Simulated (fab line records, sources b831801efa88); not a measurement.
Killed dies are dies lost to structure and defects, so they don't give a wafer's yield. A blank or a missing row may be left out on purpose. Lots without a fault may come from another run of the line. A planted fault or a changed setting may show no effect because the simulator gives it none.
fab line records | flow sky130
record lots=6 wafers=17 last_day=51
route steps=708 shown METAL5@664 PAD_OPEN@708
lots that met no fault: from a run of the same line without faults
start_h: hours from the record's first day to the start of the lot's first wafer shown | wait_h: hours since the lot's step before | " the same as in the row above | L1.1+2: a row that stands for several wafers | - no value, or no start given | * or withheld: withheld | < > ~ a bound
route shown NAME@n: a module of which the file shows steps, and the number in the route of the first | usual: mean/standard deviation of fault-free wafers | same: alike in all rows | chamber/n: place in a boat | sites: the reading at each site | _std_site: their standard deviation | _edge_site: outer sites' mean less inner sites' | radius_mm: how far each site lies from the wafer's centre | mask NAME#n: copy n | behind: the tool/chamber that last shaped the wafer | hold: why the lot was held/for how many hours/how that ended | device: the transistor (n, p or np) that didn't switch | end of line: the same wafers' tests at the end of the route | a step without rows: its recipe alone | killed: dies lost to structure and defects at the first sort, not the wafer's yield | map: a wafer's dies, x killed, . not, _ none there
set.NAME: the setting as run; set.NAME@STEP: as run at that earlier step | model.NAME: the simulator's own value behind a step, which no gauge read
lots at some steps of the route; a table a step, a row a wafer
services: from which hour (start_h, from the record's first day; less than 0 if before it) a tool's chamber was out of use, for how many hours, and why
## steps
# step SKY_METAL5_SPUTTER_03
# recipe material=Ti target_thk_nm=5 power_w=3000 time_s=3.3 chamber_pressure_pa=0.4
# usual throttle_valve_pct=29.4/0.86
# columns lot.wafer tool chamber start_h wait_h throttle_valve_pct
L279.2 pvd_sputter-04 - 1042.30 0.0 29.7
L279.4 " - " " 28.9
L279.5 " - " " 28.6
L290.1 pvd_sputter-03 - 1118.74 0.0 28.2
L290.2 " - " " 28.1
L290.5 " - " " 28.2
L292.1 pvd_sputter-02 - 1128.60 0.0 29.8
L292.2 " - " " 29.6
L292.4 " - " " 28.3
L293.1 pvd_sputter-02 - 1140.15 0.0 28.3
L293.2 " - " " 29.6
L298.3 pvd_sputter-03 - 1161.53 0.0 28.0
L298.4 " - " " 29.9
L298.5 " - " " 27.9
L299.2 pvd_sputter-02 - 1161.90 0.0 30.0
L299.4 " - " " 29.9
L299.5 " - " " 30.5
# step SKY_METAL5_SPUTTER_04
# recipe material=TiN target_thk_nm=70 power_w=6500 time_s=58.3 chamber_pressure_pa=0.4
# usual throttle_valve_pct=29.4/0.85
# columns lot.wafer tool chamber start_h wait_h throttle_valve_pct
L279.2 pvd_sputter-04 - 1042.32 0.0 29.7
L279.4 " - " " 28.6
L279.5 " - " " 28.9
L290.1 pvd_sputter-03 - 1118.76 0.0 28.0
L290.2 " - " " 28.0
L290.5 " - " " 28.2
L292.1 pvd_sputter-02 - 1128.62 0.0 29.9
L292.2 " - " " 29.7
L292.4 " - " " 28.4
L293.1 pvd_sputter-02 - 1140.17 0.0 28.5
L293.2 " - " " 30.0
L298.3 pvd_sputter-03 - 1161.55 0.0 28.0
L298.4 " - " " 29.8
L298.5 " - " " 28.0
L299.2 pvd_sputter-02 - 1161.92 0.0 30.1
L299.4 " - " " 29.9
L299.5 " - " " 30.4
# step SKY_METAL5_RS_MEAS_05
# recipe thk_meas_gauge=four-point-probe reads=TiN_of_METAL5_SPUTTER_04+Ti_of_METAL5_SPUTTER_03+AlCu_of_METAL5_SPUTTER_02+TiN_of_METAL5_SPUTTER_01+Ti_of_METAL5_SPUTTER_00
# usual METAL5_ALCU_RS=0.0270/0.00034
# columns lot.wafer tool chamber start_h wait_h METAL5_ALCU_RS[ohm/sq]
L279.2 film_metro-03 - 1042.39 0.0 0.0271
L279.4 " - " " 0.0278
L279.5 " - " " 0.0275
L290.1 film_metro-04 - 1118.81 0.0 0.0274
L290.2 " - " " 0.0269
L290.5 " - " " 0.0270
L292.1 film_metro-03 - 1128.67 0.0 0.0274
L292.2 " - " " 0.0275
L292.4 " - " " 0.0275
L293.1 film_metro-04 - 1140.22 0.0 0.0270
L293.2 " - " " 0.0268
L298.3 film_metro-04 - 1161.64 0.1 0.0266
L298.4 " - " " 0.0269
L298.5 " - " " 0.0266
L299.2 film_metro-01 - 1161.99 0.0 0.0272
L299.4 " - " " 0.0272
L299.5 " - " " 0.0272
# step SKY_METAL5_THK_MEAS_06
# recipe thk_meas_gauge=xrf reads=AlCu_of_METAL5_SPUTTER_02
# usual METAL5_ALCU_THK=1117/16
# columns lot.wafer tool chamber start_h wait_h METAL5_ALCU_THK[nm]
L279.2 film_metro-03 - 1042.50 0.1 1109
L279.4 " - " " 1072
L279.5 " - " " 1087
L290.1 film_metro-04 - 1118.93 0.1 1098
L290.2 " - " " 1123
L290.5 " - " " 1117
L292.1 film_metro-03 - 1128.79 0.1 1099
L292.2 " - " " 1108
L292.4 " - " " 1104
L293.1 film_metro-04 - 1140.34 0.1 1106
L293.2 " - " " 1116
L298.3 film_metro-04 - 1161.74 0.1 1137
L298.4 " - " " 1123
L298.5 " - " " 1137
L299.2 film_metro-01 - 1162.10 0.1 1122
L299.4 " - " " 1125
L299.5 " - " " 1126
# step SKY_METAL5_DEHYDRATE_07
# recipe temp_c=200 time_s=60
# step SKY_METAL5_HMDS_08
# recipe prime_time_s=60 prime_temp_c=120
# step SKY_METAL5_COAT_09
# recipe resist=NOVOLAK spin_rpm=3000 resist_thk_nm=1800
# step SKY_METAL5_SOFTBAKE_10
# recipe temp_c=90 time_s=60 resist=NOVOLAK
# step SKY_METAL5_EXPOSE_11
# recipe mask_id=MM5 na=0.6 source_shape=conventional sigma_outer=0.6 polarization=unpolarized target_cd_nm=1600 dose_mj=190
# step SKY_METAL5_PEB_12
# recipe temp_c=withheld time_s=* resist=NOVOLAK
# step SKY_METAL5_DEVELOP_13
# recipe resist=NOVOLAK developer=TMAH develop_time_s=60 dev_temp_c=23
# step SKY_METAL5_DESCUM_14
# recipe chemistry=O2 source_power_w=150 bias_power_w=0 pressure_mtorr=10 temp_c=40 time_s=11
# usual drypump_motor_current_A=5.6/0.34 oes_product_au=0.998/0.0063
# columns lot.wafer tool chamber start_h wait_h drypump_motor_current_A oes_product_au rf_hours_counter_h
L279.2 rie_metal-01 1 1065.24 0.1 5.4 1.006 -
L279.4 " 1 " " 5.3 0.997 -
L279.5 " 1 " " 5.3 1.008 -
L290.1 rie_metal-02 1 1139.07 0.1 5.6 0.995 21
L290.2 " 0 " " 6.1 0.985 13
L290.5 " 0 " " 6.1 0.996 -
L292.1 rie_metal-01 0 1148.25 0.1 6.1 1.001 5
L292.2 " 1 " " 5.3 0.993 32
L292.4 " 1 " " 5.3 0.991 -
L293.1 rie_metal-01 0 1159.77 0.1 6.1 0.999 6
L293.2 " 1 " " 5.4 1.004 33
L298.3 rie_metal-02 0 1180.26 0.1 6.1 0.996 -
L298.4 " 1 " " 5.6 1.003 -
L298.5 " 0 " " 6.1 0.994 -
L299.2 rie_metal-04 0 1180.90 0.1 5.3 1.003 21
L299.4 " 1 " " 5.5 0.995 -
L299.5 " 0 " " 5.3 0.992 -
# step SKY_METAL5_METAL_ETCH_15
# recipe target_depth_a=12600 stop_on=SiO2 over_etch_frac=0.2 time_s=252 chemistry=Cl2/BCl3 resist_sidewall_deg=86 pressure_mtorr=10 icp_w=900 bias_w=48.5 Cl2_flow_sccm=60 bcl3_flow_sccm=30
# usual drypump_motor_current_A=5.6/0.34 oes_product_au=0.894/0.0055 run_length_s=280.1/0.38 throttle_valve_pct=22.263/0.009
# columns lot.wafer tool chamber start_h wait_h drypump_motor_current_A oes_product_au rf_hours_counter_h run_length_s throttle_valve_pct model.NOVOLAK_of_METAL5_COAT_09.thk_nm model.METAL5.feature_depth_nm model.etch.depth_nm
L279.2 rie_metal-01 1 1065.38 0.1 5.4 0.891 - 280.0 22.271 1033 1263 1263
L279.4 " 1 " " 5.4 0.886 - 280.5 22.256 1031 1255 1255
L279.5 " 1 " " 5.4 0.900 - 280.6 22.271 1031 1264 1264
L290.1 rie_metal-02 1 1139.10 0.0 5.6 0.906 21 280.6 22.259 1038 1270 1270
L290.2 " 0 " " 6.1 0.885 13 279.4 22.263 1040 1266 1266
L290.5 " 0 " " 6.1 0.892 - 279.5 22.258 1043 1259 1259
L292.1 rie_metal-01 0 1148.28 0.0 6.1 0.897 5 280.6 22.264 1038 1263 1263
L292.2 " 1 " " 5.4 0.996 33 224.0 22.259 1204 1163 1163
L292.4 " 1 " " 5.4 1.000 - 224.3 22.277 1212 1167 1167
L293.1 rie_metal-01 0 1159.80 0.0 6.1 0.904 6 280.4 22.263 1043 1260 1260
L293.2 " 1 " " 5.3 1.013 33 224.3 22.250 1200 1191 1191
L298.3 rie_metal-02 0 1180.36 0.1 6.1 0.900 - 279.5 22.272 1041 1264 1264
L298.4 " 1 " " 5.6 0.894 - 280.5 22.275 1042 1264 1264
L298.5 " 0 " " 6.1 0.896 - 279.6 22.269 1040 1264 1264
L299.2 rie_metal-04 0 1180.93 0.0 5.3 0.890 21 279.7 22.249 1035 1256 1256
L299.4 " 1 " " 5.5 0.886 - 280.4 22.261 1039 1254 1254
L299.5 " 0 " " 5.3 0.887 - 280.4 22.256 1039 1256 1256
# step SKY_METAL5_STRIP_16
# recipe chemistry=O2/N2 power_w=1400 pressure_mtorr=1500 platen_temp_c=withheld o2_flow_sccm=3000 n2_flow_sccm=300 overash_fraction=0.5
# usual drypump_motor_current_A=5.8/0.64 oes_product_au=0.711/0.0043 strip_time_to_endpoint_s=13.10/0.076
# columns lot.wafer tool chamber start_h wait_h drypump_motor_current_A oes_product_au rf_hours_counter_h strip_time_to_endpoint_s
L279.2 plasma_asher-02 0 1065.77 0.3 6.2 0.715 22 13.07
L279.4 " 1 " " 4.7 0.721 - 13.05
L279.5 " 0 " " 6.2 0.714 - 13.03
L290.1 plasma_asher-02 1 1139.33 0.2 4.7 0.710 29 13.12
L290.2 " 0 " " 6.2 0.706 29 13.12
L290.5 " 0 " " 6.2 0.718 - 13.15
L292.1 plasma_asher-02 1 1148.52 0.2 4.7 0.713 30 13.10
L292.2 " 0 " " 6.2 0.704 30 15.00
L292.4 " 0 " " 6.2 0.703 - 15.09
L293.1 plasma_asher-04 1 1160.04 0.2 6.5 0.708 9 13.16
L293.2 " 0 " " 5.9 0.709 9 14.93
L298.3 plasma_asher-01 1 1180.55 0.1 6.2 0.704 - 13.13
L298.4 " 0 " " 5.4 0.710 - 13.15
L298.5 " 1 " " 6.2 0.703 - 13.15
L299.2 plasma_asher-01 1 1181.17 0.2 6.2 0.709 78 13.08
L299.4 " 0 " " 5.4 0.708 - 13.12
L299.5 " 1 " " 6.2 0.705 - 13.12
# step SKY_METAL5_STRIP_17
# recipe chemistry=post_etch_residue_remover time_s=1200 temp_c=72.5
# step SKY_PAD_OPEN_PROBE_99
# usual defect_limited_yield=82.6/1.7 killed_at_M0_to_M3=43/7 killed_at_M4_up=3.1/1.5 killed_at_contacts=23/4.9 killed_at_front_end=16/3.9 killed_at_other=0.3/0.52 killed_dies=86/8.2 killed_on_rim=16/3.7 killed_open=47/6.1 killed_short=38/5.8 sort_bin_3_pad_short=0.8/0.41 sort_bin_5_function=10.2/1.3 sort_bin_6_memory=6.4/1.1 sort_n_pass=406/8.2 sort_yield_pct=82.6/1.7
# same gross_dies=492 killed_at_back_side=0 sort_bin_4_leakage[%]=0 sort_bin_8_speed[%]=0
# columns lot.wafer tool chamber start_h wait_h defect_limited_yield[%] killed_at_M0_to_M3 killed_at_M4_up killed_at_contacts killed_at_front_end killed_at_other killed_dies killed_on_rim killed_open killed_short sort_bin_3_pad_short[%] sort_bin_5_function[%] sort_bin_6_memory[%] sort_n_pass sort_yield_pct[%]
L290.1 prober-02 - 1180.67 0.1 80.5 50 3 24 18 1 96 13 54 42 0.6 9.6 9.3 396 80.5
L290.2 prober-02 - 1180.72 0.1 84.1 44 2 17 14 1 78 15 49 29 0.8 8.9 6.1 414 84.1
L290.5 prober-02 - 1180.87 0.2 82.5 45 3 18 20 0 86 13 44 42 0.8 11.4 5.3 406 82.5
L292.1 prober-02 - 1189.62 0.1 83.5 39 3 24 15 0 81 14 46 35 0.8 11.4 4.3 411 83.5
L292.2 prober-02 - 1189.67 0.1 0 55 389 31 16 1 492 96 55 48 1.4 91.7 6.9 0 0
L292.4 prober-02 - 1189.77 0.2 0 40 403 33 16 0 492 96 50 43 1.0 91.7 7.3 0 0
L293.1 prober-01 - 1201.16 0.1 82.9 34 2 30 18 0 84 18 42 42 2.2 9.3 5.5 408 82.9
L293.2 prober-01 - 1201.21 0.1 0.8 37 406 26 19 0 488 96 47 36 1.0 92.5 5.7 4 0.8
# killed by level:class
L290.1 VIA1:geometric_particle:open=12 CONTACT:geometric_particle:open=10 VIA2:geometric_particle:open=9 POLY_GATE:geometric_particle:short=6 LI_CONTACT:geometric_particle:open=6 FIELD_ISO:geometric_particle:open=5 METAL2:geometric_particle:short=5 FIELD_ISO:geometric_particle:short=4
L290.2 VIA1:geometric_particle:open=12 LI_CONTACT:geometric_particle:open=7 VIA1:geometric_particle:short=7 FIELD_ISO:geometric_particle:open=6 CONTACT:geometric_particle:open=6 VIA2:geometric_particle:short=6 VIA2:geometric_particle:open=5 POLY_GATE:geometric_particle:short=3
L290.5 VIA1:geometric_particle:open=13 CONTACT:geometric_particle:open=6 POLY_GATE:geometric_particle:open=5 POLY_GATE:geometric_particle:short=5 VIA3:geometric_particle:short=5 VIA1:geometric_particle:short=5 METAL2:geometric_particle:short=5 FIELD_ISO:geometric_particle:open=4
L292.1 VIA1:geometric_particle:open=11 VIA3:geometric_particle:open=10 CONTACT:geometric_particle:open=8 CONTACT:geometric_particle:short=8 METAL3:geometric_particle:short=5 FIELD_ISO:geometric_particle:open=4 POLY_GATE:geometric_particle:open=4 VIA2:geometric_particle:open=4
L292.2 METAL5:area_etch=387 CONTACT:geometric_particle:open=12 VIA1:geometric_particle:open=12 LI_CONTACT:geometric_particle:open=7 METAL1:geometric_particle:short=7 VIA1:geometric_particle:short=6 METAL2:geometric_particle:short=6 VIA3:geometric_particle:short=6
L292.4 METAL5:area_etch=399 CONTACT:geometric_particle:open=18 VIA1:geometric_particle:open=9 CONTACT:geometric_particle:short=8 METAL1:geometric_particle:short=7 VIA3:geometric_particle:open=7 FIELD_ISO:geometric_particle:open=4 LI_CONTACT:geometric_particle:open=4
L293.1 CONTACT:geometric_particle:open=13 FIELD_ISO:geometric_particle:open=8 METAL2:geometric_particle:short=8 FIELD_ISO:geometric_particle:short=7 VIA1:geometric_particle:short=7 VIA3:geometric_particle:open=6 CONTACT:geometric_particle:short=6 VIA1:geometric_particle:open=6
L293.2 METAL5:area_etch=405 CONTACT:geometric_particle:open=11 VIA1:geometric_particle:open=9 FIELD_ISO:geometric_particle:open=7 CONTACT:geometric_particle:short=7 POLY_GATE:geometric_particle:short=6 VIA3:geometric_particle:open=6 VIA1:geometric_particle:short=4
# map L292.2 (x killed, . not)
__________xxxxxxxxxx_________
________xxxxxxxxxxxxxx_______
______xxxxxxxxxxxxxxxxxx_____
_____xxxxxxxxxxxxxxxxxxxx____
____xxxxxxxxxxxxxxxxxxxxxx___
___xxxxxxxxxxxxxxxxxxxxxxxx__
__xxxxxxxxxxxxxxxxxxxxxxxxxx_
_xxxxxxxxxxxxxxxxxxxxxxxxxxxx
_xxxxxxxxxxxxxxxxxxxxxxxxxxxx
_xxxxxxxxxxxxxxxxxxxxxxxxxxxx
_xxxxxxxxxxxxxxxxxxxxxxxxxxxx
_xxxxxxxxxxxxxxxxxxxxxxxxxxxx
_xxxxxxxxxxxxxxxxxxxxxxxxxxxx
_xxxxxxxxxxxxxxxxxxxxxxxxxxxx
_xxxxxxxxxxxxxxxxxxxxxxxxxxxx
__xxxxxxxxxxxxxxxxxxxxxxxxxx_
___xxxxxxxxxxxxxxxxxxxxxxxx__
____xxxxxxxxxxxxxxxxxxxxxx___
_____xxxxxxxxxxxxxxxxxxxx____
______xxxxxxxxxxxxxxxxxx_____
________xxxxxxxxxxxxxx_______
__________xxxxxxxxxx_________
# map L293.2 (x killed, . not)
__________xxxxxxxxxx_________
________xxxxxxxxxxxxxx_______
______xxxxxxxxxxxxxxxxxx_____
_____xxxxxxxxxxxxxxxxxxxx____
____xxxxxxxxxxxxxxxxxxxxxx___
___xxxxxxxxxxxxxxxxxxxxxxxx__
__xxxxxxxxxxxxxxxxxxxxxxxxxx_
_xxxx.xxxxxxxxxxxxxxxxxxxxxxx
_xxxxxxxxxxxxxxxxxxxxxxxxxxxx
_xxxxxxxxxxxxxxx.xxxxxxxxxxxx
_xxxxxxxxxxxxxxxx..xxxxxxxxxx
_xxxxxxxxxxxxxxxxxxxxxxxxxxxx
_xxxxxxxxxxxxxxxxxxxxxxxxxxxx
_xxxxxxxxxxxxxxxxxxxxxxxxxxxx
_xxxxxxxxxxxxxxxxxxxxxxxxxxxx
__xxxxxxxxxxxxxxxxxxxxxxxxxx_
___xxxxxxxxxxxxxxxxxxxxxxxx__
____xxxxxxxxxxxxxxxxxxxxxx___
_____xxxxxxxxxxxxxxxxxxxx____
______xxxxxxxxxxxxxxxxxx_____
________xxxxxxxxxxxxxx_______
__________xxxxxxxxxx_________
## services
# columns tool chamber start_h hours kind
pvd_sputter-03 - 1019.54 3.4 repair
rie_metal-01 - 1024.85 2.8 pm
rie_metal-01 - 1028.09 14.6 pm
plasma_asher-02 - 1040.53 3.1 repair
rie_metal-02 0 1052.98 8.8 repair
plasma_asher-04 - 1055.25 9.0 pm
plasma_asher-04 0 1055.25 9.0 vent_cycle
plasma_asher-04 1 1055.25 9.0 vent_cycle
plasma_asher-04 - 1057.09 1.1 repair
plasma_asher-04 0 1064.25 - clean
plasma_asher-04 1 1064.25 - clean
rie_metal-01 1 1101.61 8.2 repair
plasma_asher-04 - 1107.96 3.6 repair
plasma_asher-04 - 1109.31 2.2 repair
pvd_sputter-03 - 1127.92 2.9 repair
rie_metal-02 - 1147.73 2.8 pm
rie_metal-02 1 1161.76 17.9 repair
## key
first_sign step=SKY_METAL5_METAL_ETCH_15 reading=run_length_s direction=down sigmas=99+ usual=* struck=*
effect step=SKY_METAL5_METAL_ETCH_15 reading=oes_product_au direction=up sigmas=20 usual=0.894 struck=1.003
effect step=SKY_METAL5_STRIP_16 reading=strip_time_to_endpoint_s direction=up sigmas=25 usual=* struck=*
effect step=SKY_PAD_OPEN_PROBE_99 reading=killed_at_M4_up direction=up sigmas=99+ usual=3.1 struck=399.3
model_effect step=SKY_METAL5_METAL_ETCH_15 value=NOVOLAK_of_METAL5_COAT_09.thk_nm without=1038 struck=1205
more_kills_born_at SKY_METAL5_METAL_ETCH_15@rie_metal-01=1191
met_at SKY_METAL5_METAL_ETCH_15
struck_wafers L292.2,L292.4,L293.2
later_rows_left_out L292.2,L292.4,L293.2
onset_between 1065.38 1148.28
fault kind=process_parameter_drift tool=rie_metal-01 chamber=- onset_h=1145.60 steps=SKY_METAL5_METAL_ETCH_15 channel=time_s offset=* shape=step end_h=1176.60 scope=struck_wafers_only acts_in=* stated=*
# later_rows_left_out: the simulator's readings of these wafers behind a module that went badly wrong aren't trusted and aren't shown, but for the sort
